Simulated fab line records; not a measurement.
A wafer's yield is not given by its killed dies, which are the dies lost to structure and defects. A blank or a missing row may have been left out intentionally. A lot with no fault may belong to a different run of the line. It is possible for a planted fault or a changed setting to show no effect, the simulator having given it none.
Chamber matching	flow gf180mcu	4 sister chambers for GF_V1_CMP_04 on cmp-02
The step polishes SiO2. 7 wafers are shown with their chamber, then 7 later ones without.

== EACH WAFER AND ITS CHAMBER ==
wafer	chamber	time_to_endpoint_s (s)	motor_current_A (A)
L173.5	2	91	13.2
L174.6	1	89	13.7
L179.1	0	74	14.2
L179.5	3	80	13.4
L179.6	2	83	13.3
L182.4	0	89	13.3
L182.5	1	83	13.1

== WAFERS MISSING THEIR CHAMBER ==
wafer	time_to_endpoint_s (s)	motor_current_A (A)
L182.6	77	13.9
L184.1	79	13.3
L184.2	76	14.0
L184.6	83	13.1
L185.2	76	14.2
L185.3	81	14.3
L185.4	84	13.5

== WHICH CHAMBER EACH ONE RAN IN ==
wafer	from the rows above	in truth
L182.6	can't be placed: 0 or 3 or 1 or 2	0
L184.1	can't be placed: 3 or 1 or 0 or 2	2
L184.2	can't be placed: 0 or 3 or 1 or 2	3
L184.6	can't be placed: 2 or 1 or 3 or 0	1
L185.2	can't be placed: 0 or 3 or 1 or 2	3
L185.3	can't be placed: 0 or 3 or 1 or 2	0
L185.4	can't be placed: 1 or 3 or 0 or 2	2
0 of 7 placed correctly. Cannot be placed on the basis of these rows: 7; the candidates contain the true chamber in 7. 0 placed wrongly.
How it was worked out, from the rows above alone: a wafer's distance from a chamber is the root of the sum, over the readings, of the square of ((its reading less the chamber's mean) divided by the reading's scatter). If the next closest chamber is less than 2 further off than the closest, the wafer can't be placed; otherwise it belongs to the closest. A chamber's mean is the mean of its shown wafers. The scatter: take each reading less its chamber's mean, square it, sum over the shown wafers, divide by the number of wafers less the number of chambers, and take the root.
